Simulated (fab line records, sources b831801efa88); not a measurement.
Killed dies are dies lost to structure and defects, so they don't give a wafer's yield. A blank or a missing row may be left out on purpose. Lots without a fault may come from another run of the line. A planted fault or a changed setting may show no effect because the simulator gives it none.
A struck lot beside a sound one | flow sky130 | 5 steps out of a route of 708
Sound: wafers L163.3, L163.4, L163.5. Struck: wafers L171.1, L171.2, L171.5. The cause comes at the end.
At each step with rows: each side's tool, then ch and its chambers, then its first start. Under that, the readings that differ: sound wafers | struck wafers | difference of the means | sigmas: that difference in standard deviations of wafers without a fault.
alike: readings whose means differ by less than 2 such deviations, and words and numbers that are the same on both sides. not compared: withheld readings, readings that some wafer has no value for, bounds like >300 that may hide the same value, and numbers for which the record gives no deviation and whose values overlap.
The two part at a step that has a row with sigmas, a row that says differs or no value, or rows on one side only. Numbers that don't overlap but have no deviation are shown without sigmas and don't part them. A reading that every wafer of one side lacks parts them only if that side has two wafers or more.

SKY_FIELD_ISO_BOW_MEAS_00:
  sound on film_metro-01, day 1 15:02; struck on film_metro-01, day 3 07:00
  alike: INCOMING_BOW
then, 1 step without rows for these wafers: SKY_FIELD_ISO_OXIDATION_01 (stabilise 600 s, purge 300 s, target thk 12 nm).
SKY_FIELD_ISO_THK_MEAS_02:
  sound on film_metro-03, day 1 21:02; struck on film_metro-02, day 3 10:08
  reading                         | sound             | struck            | difference | sigmas
  FIELD_ISO_OXIDATION_00_THK (nm) | 12.71 12.60 12.43 | 12.18 12.02 12.14 | -0.47      | -2
SKY_FIELD_ISO_CVD_03: deposits Si3N4 from DCS/NH3, target thk 165 nm, time 2830 s.
  sound on lpcvd-02 ch 1, day 1 21:05; struck on lpcvd-02 ch 1, day 3 11:34
  no value came back on the struck wafers for pressure_mtorr (mTorr), spike_tc_bottom_C (C), zone_power_lower_pct (%); on the sound wafers pressure_mtorr (mTorr) reads 251.1 250.1 250.4
SKY_PAD_OPEN_PROBE_99:
  the record has rows for the sound wafers here (prober-01, day 46 00:24) and none for the struck ones

WHERE THEY PART
First at SKY_FIELD_ISO_THK_MEAS_02; last, within this record, at SKY_PAD_OPEN_PROBE_99.

WHY: what the simulator had put in
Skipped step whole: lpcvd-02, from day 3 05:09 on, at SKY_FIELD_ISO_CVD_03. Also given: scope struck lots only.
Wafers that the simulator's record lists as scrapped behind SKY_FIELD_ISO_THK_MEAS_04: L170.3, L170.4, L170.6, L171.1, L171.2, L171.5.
